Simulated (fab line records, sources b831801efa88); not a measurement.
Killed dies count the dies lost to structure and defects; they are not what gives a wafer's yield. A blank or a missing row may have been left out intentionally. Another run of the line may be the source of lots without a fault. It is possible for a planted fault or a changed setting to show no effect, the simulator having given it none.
fab line records    flow gf180mcu
record: lots: 12  wafers: 34  last-day: 33
route steps=602 shown MVSD@136 POLY_GATE@158 HV_LDD@233 PSD@252
lots untouched by any fault: they come from a run of this same line in which no faults occurred
start-h: hours from the record's first day to the start of the lot's first wafer shown    wait-h: how many hours have passed since the lot's step before this one    " repeats the value in the row above    L1.1+2: several wafers, shown together as one row    - no value, or no start given    * or withheld: withheld    < > ~ a bound
route shown NAME@n: names a module that has steps shown in the file, with the first one's number in the route    usual: mean and standard deviation over wafers with no fault    same: alike in all rows    chamber/n: place in a boat    sites: per-site readings    _std_site: the standard deviation of these    _edge_site: outer sites' mean less inner sites'    radius-mm: for every site, how far away it sits from the centre of the wafer    mask NAME#n: copy n    behind: the most recent tool/chamber to have shaped the wafer    hold: what put the lot on hold/how long, in hours/how the hold closed    device: the n, p or np transistor that did not switch    end of line: the same wafers' tests at the end of the route    a step given without rows: its recipe and nothing more    killed: the dies lost at the first sort to structure and to defects; this is not the yield of the wafer    map: a wafer's dies, marking killed ones x, the rest . and places with no die _
set.NAME: the setting the step ran with; set.NAME@STEP: the setting that earlier step ran with    model.NAME: the simulator's own value behind a step, which no gauge read
one table for each step of the route and one row for each wafer, over a sample of lots
services: when a tool's chamber went out of use (start-h, in hours from the record's first day, below 0 if earlier), for how many hours, and the reason
== steps ==
step: GF_VT_IMPLANT_RS_MEAS_46
recipe: thk-meas-gauge: four-point-probe
usual: MVSD_RS: 456.4/1.1
lot.wafer  tool           chamber  start-h  wait-h  MVSD_RS[ohm/sq]
L197.1     film-metro-03  -        157.91   0.1     456.0
L197.5     "              -        "        "       456.3
L198.2     film-metro-02  -        164.09   0.1     457.1
L198.3     "              -        "        "       455.5
L198.4     "              -        "        "       456.7
L199.3     film-metro-02  -        171.70   0.1     454.9
L199.4     "              -        "        "       454.9
L199.5     "              -        "        "       455.0
L205.2     film-metro-03  -        209.49   0.1     456.2
L205.4     "              -        "        "       458.0
L205.5     "              -        "        "       457.5
L207.2     film-metro-03  -        225.79   0.1     454.6
L207.3     "              -        "        "       457.2
L207.5     "              -        "        "       455.8
L208.1     film-metro-03  -        232.99   0.1     457.0
L208.4     "              -        "        "       458.8
L208.6     "              -        "        "       457.9
L210.2     film-metro-03  -        244.23   0.1     456.6
L210.5     "              -        "        "       457.1
L210.6     "              -        "        "       456.4
L211.1     film-metro-03  -        251.46   0.1     456.1
L211.3     "              -        "        "       455.9
L211.6     "              -        "        "       457.0
L212.1     film-metro-02  -        257.17   0.1     454.1
L212.2     "              -        "        "       455.3
L212.6     "              -        "        "       456.3
L213.2     film-metro-03  -        263.88   0.1     457.3
L213.3     "              -        "        "       456.7
L213.6     "              -        "        "       457.8
L214.1     film-metro-02  -        271.56   0.1     457.4
L214.5     "              -        "        "       456.7
L214.6     "              -        "        "       459.0
L217.1     film-metro-03  -        291.66   0.1     456.7
L217.4     "              -        "        "       456.5
step: GF_POLY_GATE_THK_MEAS_01
recipe: reads: poly-Si_of_POLY_GATE_CVD_00
usual: POLY_GATE_CVD_00_THK: 199.4/1.7
lot.wafer  tool           chamber  start-h  wait-h  POLY_GATE_CVD_00_THK[nm]
L197.1     film-metro-03  -        182.08   0.0     199.5
L197.5     "              -        "        "       196.7
L198.2     film-metro-04  -        188.26   0.0     201.7
L198.3     "              -        "        "       199.5
L198.4     "              -        "        "       201.5
L199.3     film-metro-03  -        194.42   0.0     203.2
L199.4     "              -        "        "       200.4
L199.5     "              -        "        "       201.1
L205.2     film-metro-03  -        232.85   0.0     197.9
L205.4     "              -        "        "       198.8
L205.5     "              -        "        "       195.0
L207.2     film-metro-03  -        252.36   0.0     201.9
L207.3     "              -        "        "       201.6
L207.5     "              -        "        "       202.1
L208.1     film-metro-02  -        258.97   0.0     201.6
L208.4     "              -        "        "       199.9
L208.6     "              -        "        "       201.0
L210.2     film-metro-02  -        269.54   0.0     199.2
L210.5     "              -        "        "       196.3
L210.6     "              -        "        "       197.3
L211.1     film-metro-03  -        277.78   0.0     201.8
L211.3     "              -        "        "       201.8
L211.6     "              -        "        "       201.8
L212.1     film-metro-04  -        282.67   0.0     200.9
L212.2     "              -        "        "       200.8
L212.6     "              -        "        "       201.3
L213.2     film-metro-03  -        289.32   0.0     197.9
L213.3     "              -        "        "       197.5
L213.6     "              -        "        "       197.3
L214.1     film-metro-02  -        298.28   0.0     198.5
L214.5     "              -        "        "       198.7
L214.6     "              -        "        "       197.5
L217.1     film-metro-02  -        319.40   0.0     196.0
L217.4     "              -        "        "       196.9
step: GF_HV_LDD_THK_MEAS_57
recipe: reads: Si3N4_of_HV_LDD_CVD_56
usual: HV_LDD_CVD_56_THK: 89.6/1
lot.wafer  tool           chamber  start-h  wait-h  HV_LDD_CVD_56_THK[nm]
L197.1     film-metro-03  -        279.21   0.0     91.7
L197.5     "              -        "        "       92.0
L198.2     film-metro-01  -        285.18   0.0     89.9
L198.3     "              -        "        "       89.3
L198.4     "              -        "        "       89.3
L199.3     film-metro-01  -        295.33   0.0     90.4
L199.4     "              -        "        "       91.0
L199.5     "              -        "        "       90.2
L205.2     film-metro-02  -        340.65   0.0     89.3
L205.4     "              -        "        "       89.9
L205.5     "              -        "        "       89.1
L207.2     film-metro-02  -        359.30   0.0     88.8
L207.3     "              -        "        "       88.5
L207.5     "              -        "        "       88.8
L208.1     film-metro-02  -        369.05   0.0     88.2
L208.4     "              -        "        "       88.2
L208.6     "              -        "        "       88.5
L210.2     film-metro-01  -        381.36   0.0     88.0
L210.5     "              -        "        "       88.3
L210.6     "              -        "        "       88.7
L211.1     film-metro-03  -        389.83   0.0     90.1
L211.3     "              -        "        "       90.0
L211.6     "              -        "        "       89.4
L212.1     film-metro-01  -        394.33   0.0     87.6
L212.2     "              -        "        "       88.3
L212.6     "              -        "        "       87.7
L213.2     film-metro-03  -        399.81   0.0     90.0
L213.3     "              -        "        "       89.7
L213.6     "              -        "        "       88.6
L214.1     film-metro-01  -        411.27   0.0     89.8
L214.5     "              -        "        "       89.7
L214.6     "              -        "        "       89.5
L217.1     film-metro-02  -        436.93   0.0     90.9
L217.4     "              -        "        "       90.1
step: GF_PSD_EXPOSE_04
recipe: mask-id: Pplus  target-cd-nm: 400  na: 0.6  source-shape: conventional  sigma-outer: 0.6  dose-mj: 140
lot.wafer   tool              chamber  start-h  wait-h  mask
L197.1+5    iline-stepper-02  0        309.61   -       Pplus#0
L198.2+3+4  iline-stepper-02  0        316.53   -       Pplus#0
L199.3+4+5  iline-stepper-01  0        326.79   -       Pplus#0
L205.2+4+5  iline-stepper-02  0        373.49   -       Pplus#0
L207.2+3+5  iline-stepper-01  0        393.10   -       Pplus#0
L208.1+4+6  iline-stepper-01  0        403.17   -       Pplus#0
L210.2+5+6  iline-stepper-02  0        415.17   -       Pplus#0
L211.1+3+6  iline-stepper-02  0        424.17   -       Pplus#0
L212.1+2+6  iline-stepper-02  0        429.35   -       Pplus#0
L213.2+3+6  iline-stepper-02  0        434.92   -       Pplus#0
L214.1+5+6  iline-stepper-02  0        447.46   -       Pplus#0
L217.1+4    iline-stepper-02  0        473.80   -       Pplus#0
step: GF_PSD_OVL_MEAS_08
usual: PSD_OVL: -0.1/1.3
lot.wafer  tool        chamber  start-h  wait-h  PSD_OVL[nm]
L197.1     overlay-01  -        319.45   0.1     0.8
L197.5     "           -        "        "       1.3
L198.2     overlay-01  -        327.05   0.1     -0.4
L198.3     "           -        "        "       -1.6
L198.4     "           -        "        "       0.4
L199.3     overlay-02  -        337.56   0.1     1.6
L199.4     "           -        "        "       0.8
L199.5     "           -        "        "       1.1
L205.2     overlay-02  -        384.55   0.1     -0.5
L205.4     "           -        "        "       0.4
L205.5     "           -        "        "       0.5
L207.2     overlay-02  -        403.93   0.1     -84.1
L207.3     "           -        "        "       -82.4
L207.5     "           -        "        "       -82.9
L208.1     overlay-01  -        414.73   0.1     -86.7
L208.4     "           -        "        "       -86.1
L208.6     "           -        "        "       -85.3
L210.2     overlay-01  -        426.88   0.1     -1.5
L210.5     "           -        "        "       -0.4
L210.6     "           -        "        "       -1.0
L211.1     overlay-01  -        436.27   0.1     0.1
L211.3     "           -        "        "       0.2
L211.6     "           -        "        "       -0.7
L212.1     overlay-01  -        440.98   0.1     -0.2
L212.2     "           -        "        "       -1.3
L212.6     "           -        "        "       -0.8
L213.2     overlay-02  -        446.50   0.1     0.2
L213.3     "           -        "        "       -0.1
L213.6     "           -        "        "       2.4
L214.1     overlay-01  -        459.43   0.1     -1.3
L214.5     "           -        "        "       -0.9
L214.6     "           -        "        "       -0.3
L217.1     overlay-02  -        485.87   0.1     -0.5
L217.4     "           -        "        "       -0.4
== services ==
tool              chamber  start-h  hours  kind
iline-stepper-02  -        289.35   1.7    pm
iline-stepper-01  -        295.38   1.7    pm
iline-stepper-01  0        297.56   -      calibration
iline-stepper-02  0        348.20   -      calibration
iline-stepper-02  -        349.79   2.1    pm
iline-stepper-02  -        351.88   -      consumable-replace:lamp
== key ==
first-sign: step: GF_PSD_OVL_MEAS_08  reading: PSD_OVL  direction: down  sigmas: 66  usual: -0.1  struck: -84.6
effect none on later readings
met-at GF_PSD_EXPOSE_04
struck-lots L207,L208
tester-left-out L207,L208
not-acting-at GF_VT_IMPLANT_RS_MEAS_46,GF_POLY_GATE_THK_MEAS_01,GF_HV_LDD_THK_MEAS_57
onset-between 326.79 393.10
fault: kind: scanner-matching-overlay  tool: iline-stepper-01  chamber: -  onset-h: 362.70  steps: GF_PSD_EXPOSE_04  offset: -84.656
tester-left-out: of these lots the tester's yield and bins aren't shown, on N5 and GAA mostly nor the transistor test; their killed dies are dies lost to structure and defects alone, not to doping, threshold or leakage, so they don't give the yield
